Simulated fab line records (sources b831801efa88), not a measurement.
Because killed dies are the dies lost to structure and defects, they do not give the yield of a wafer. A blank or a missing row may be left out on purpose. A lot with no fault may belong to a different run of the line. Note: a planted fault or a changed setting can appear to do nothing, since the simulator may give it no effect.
Tool commonality check	flow gf180mcu	12 lots and 36 wafers in the sample

== REASON IT WAS OPENED ==
3 of 12 lots carry a flag on the reading V1_W_RS at GF_V1_RS_MEAS_24. No-fault wafers: 0.329 ohm/sq, standard deviation 0.003.
Rule: a lot is flagged when every wafer of it that has a number lies more than 4 standard deviations from that mean, or none has a number. As for the other lots, they are considered sound.

lot	measured	on	V1_W_RS (ohm/sq), wafer by wafer	flag
L587	day 19 16:19	film_metro-03	0.331 0.329 0.326	
L588	day 20 01:19	film_metro-03	0.338 0.332 0.337	
L591	day 21 15:28	film_metro-02	0.332 0.335 0.330	
L592	day 22 13:13	film_metro-03	0.332 0.326 0.328	
L593	day 22 16:19	film_metro-04	0.329 0.326 0.332	
L598	day 23 21:07	film_metro-02	43.470 44.524 44.976	FLAGGED
L599	day 24 02:30	film_metro-03	43.378 43.841 44.588	FLAGGED
L600	day 24 08:43	film_metro-02	43.483 44.054 43.259	FLAGGED
L603	day 25 08:40	film_metro-03	0.326 0.327 0.330	
L604	day 25 18:13	film_metro-02	0.329 0.332 0.333	
L605	day 26 01:50	film_metro-02	0.327 0.329 0.330	
L606	day 26 05:40	film_metro-02	0.329 0.322 0.327	
Averaged over the flagged lots the numbers come to 43.953 ohm/sq, +43.624 ohm/sq from the usual (+99 or more standard deviations).

== TOOL THAT RAN EACH LOT ==
The record holds 2 process steps before the reading, out of a route of 602 steps. Cell contents, in order: the tool; ch with the chambers the sampled wafers went through; the start.
lot	flag	GF_M1_METAL_ETCH_16	GF_V1_CVD_23
L587		rie_metal-02 ch 0,1, day 18 13:10	cvd_w-02 ch 0,1, day 19 16:11
L588		rie_metal-04 ch 0,1, day 18 22:22	cvd_w-01 ch 0,1, day 20 01:11
L591		rie_metal-04 ch 1, day 20 13:40	cvd_w-01 ch 0,1, day 21 15:20
L592		rie_metal-04 ch 0,1, day 21 10:50	cvd_w-02 ch 0,1, day 22 13:07
L593		rie_metal-01 ch 0,1, day 21 14:14	cvd_w-02 ch 0,1, day 22 16:11
L598	FLAGGED	rie_metal-02 ch 1, day 22 19:55	cvd_w-02 ch 0,1, day 23 21:01
L599	FLAGGED	rie_metal-02 ch 1, day 23 01:50	cvd_w-02 ch 0,1, day 24 02:22
L600	FLAGGED	rie_metal-04 ch 0, day 23 08:22	cvd_w-01 ch 0, day 24 08:35
L603		rie_metal-01 ch 0,1, day 24 08:55	cvd_w-01 ch 0,1, day 25 08:34
L604		rie_metal-04 ch 0,1, day 24 18:49	cvd_w-02 ch 0,1, day 25 18:07
L605		rie_metal-04 ch 0,1, day 25 02:10	cvd_w-01 ch 0,1, day 26 01:42
L606		rie_metal-01 ch 0,1, day 25 06:25	cvd_w-01 ch 0,1, day 26 05:32
These steps, and what they do:
- GF_M1_METAL_ETCH_16: etches the open film in Cl2/BCl3, stops on SiO2, target depth 750.8 nm, time 125.1 s.
- GF_V1_CVD_23: deposits W, target thk 350 nm, time 105.05 s.
- GF_V1_RS_MEAS_24: measures by four-point-probe.

== FLAGGED OVER TOTAL, TOOL BY TOOL (the gauges that took the reading come last) ==
step	tool	lots run	flagged	share of the flagged lots	sound lots run after its first flagged lot
GF_M1_METAL_ETCH_16	rie_metal-01	3	0	none	-
GF_M1_METAL_ETCH_16	rie_metal-02	3	2	some	0
GF_M1_METAL_ETCH_16	rie_metal-04	6	1	some	2 (L604,L605)
GF_V1_CVD_23	cvd_w-01	6	1	some	3 (L603,L605,L606)
GF_V1_CVD_23	cvd_w-02	6	2	some	1 (L604)
GF_V1_RS_MEAS_24	film_metro-02	6	2	some	3 (L604,L605,L606)
GF_V1_RS_MEAS_24	film_metro-03	5	1	some	1 (L603)
GF_V1_RS_MEAS_24	film_metro-04	1	0	none	-

== WHAT IS ALLOWED BY THE TABLE ==
No row of the table ran every flagged lot.

== WHAT THE SIMULATOR HAD INSERTED ==
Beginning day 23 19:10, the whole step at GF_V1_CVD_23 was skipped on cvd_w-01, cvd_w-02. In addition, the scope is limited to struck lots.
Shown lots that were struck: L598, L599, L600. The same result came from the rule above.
